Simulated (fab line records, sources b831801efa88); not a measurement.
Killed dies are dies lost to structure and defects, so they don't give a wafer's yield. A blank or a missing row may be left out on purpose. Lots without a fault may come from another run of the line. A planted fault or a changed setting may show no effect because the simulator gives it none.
Which tool did it? | flow sky130 | 14 lots, 41 wafers sampled, at 2 steps of a route of 708

WHAT THE GAUGES READ, wafer by wafer
The record holds no reading of a measuring or inspecting step that can be judged against a usual standard deviation.

WHICH TOOL RAN EACH LOT (tool, then ch and the chambers of the sampled wafers, then the start)
lot  | SKY_VIA2_CMP_24               | SKY_PAD_OPEN_PROBE_99
L266 | cmp-02 ch 1,2,3, day 36 21:55 | -
L265 | cmp-02 ch 0,3, day 37 06:53   | -
L267 | cmp-02 ch 1,2,3, day 37 07:50 | -
L268 | cmp-01 ch 0,3, day 37 16:16   | -
L269 | cmp-01 ch 0,1,2, day 38 05:07 | -
L271 | cmp-01 ch 0,1,2, day 39 01:49 | -
L270 | cmp-01 ch 1,2, day 39 04:05   | -
L272 | cmp-02 ch 1,2,3, day 39 10:18 | -
L273 | cmp-02 ch 1,2, day 39 14:13   | -
L274 | cmp-02 ch 1,2,3, day 39 17:47 | -
L275 | cmp-02 ch 1,3, day 39 21:07   | -
L276 | cmp-02 ch 1,3, day 40 09:28   | -
L280 | cmp-02 ch 2,3, day 41 08:05   | prober-01, day 49 18:44
L281 | cmp-02 ch 0,1,2, day 42 00:23 | prober-02, day 50 06:40
- SKY_VIA2_CMP_24: polishes, stops on SiO2, t overpolish 20 s, target thk 0 nm.
- SKY_PAD_OPEN_PROBE_99

WHAT THE TOOLS THEMSELVES READ (means of the sampled wafers that have a number; where no wafer has one, the mark that the record gives instead)
SKY_VIA2_CMP_24.
lot  | tool   | motor_current_A (A) | overpolish_run_s (s) | platen_rpm (rpm) | time_to_endpoint_s (s)
L266 | cmp-02 | 11.4                | 19.999               | 60.00            | 101
L265 | cmp-02 | 12.0                | 19.999               | 60.01            | 102
L267 | cmp-02 | 11.5                | 19.999               | 60.00            | 100
L268 | cmp-01 | 10.9                | 19.991               | 60.02            | 104
L269 | cmp-01 | 11.1                | 19.995               | 59.99            | 99
L271 | cmp-01 | 11.0                | 19.999               | 60.03            | 101
L270 | cmp-01 | 11.3                | 20.005               | 60.02            | 97
L272 | cmp-02 | 11.2                | 20.002               | 59.99            | 99
L273 | cmp-02 | 10.7                | 20.006               | 60.00            | 101
L274 | cmp-02 | 11.4                | 20.008               | 59.98            | 98
L275 | cmp-02 | 10.8                | 20.007               | 60.02            | 100
L276 | cmp-02 | 11.8                | 19.999               | 59.99            | 97
L280 | cmp-02 | 11.3                | 19.995               | 60.02            | 98
L281 | cmp-02 | 11.2                | 20.003               | 60.02            | 102

SKY_PAD_OPEN_PROBE_99.
lot  | tool      | defect_limited_yield (%) | killed_at_M0_to_M3 | killed_at_M4_up | killed_at_contacts | killed_at_front_end | killed_at_other | killed_dies | killed_on_rim | killed_open | killed_short | sort_bin_3_pad_short (%) | sort_bin_5_function (%) | sort_bin_6_memory (%) | sort_n_pass | sort_yield_pct (%)
L280 | prober-01 | 65.5                     | 136                | 2.5             | 20                 | 12                  | 0.0             | 170         | 31            | 38          | 36           | 1.7                      | 20.6                    | 12.1                  | 322         | 65.5
L281 | prober-02 | 70.1                     | 108                | 3.0             | 23                 | 13                  | 0.3             | 147         | 24            | 42          | 39           | 1.7                      | 18.2                    | 10.0                  | 345         | 70.1

THE ANSWER, worked out from the rows above alone
Rule: what is usual is taken from the lots themselves. Put in order of their means at a reading, lots are off if they are a third of the lots or fewer, leave a main group of 4 or more, and stand apart from it by a gap of 3 or more times the standard deviation of the main group's means; of several such gaps the widest counts. A main group whose means are all the same, to the digits that the tables above print for the reading, isn't used. A lot without any number at a reading at which 4 lots or more have one is off too. The other lots that the step has rows for count as sound. The gauges are gone through in route order, then the tools' own readings, and for those a lot's mean is taken as printed above. The first step at which some lot is off is used, and at that step the reading that is off furthest; a lot without a number counts as furthest.
No lot is off at any reading shown: from this, nothing can be told.

WHAT THE SIMULATOR HAD PUT IN
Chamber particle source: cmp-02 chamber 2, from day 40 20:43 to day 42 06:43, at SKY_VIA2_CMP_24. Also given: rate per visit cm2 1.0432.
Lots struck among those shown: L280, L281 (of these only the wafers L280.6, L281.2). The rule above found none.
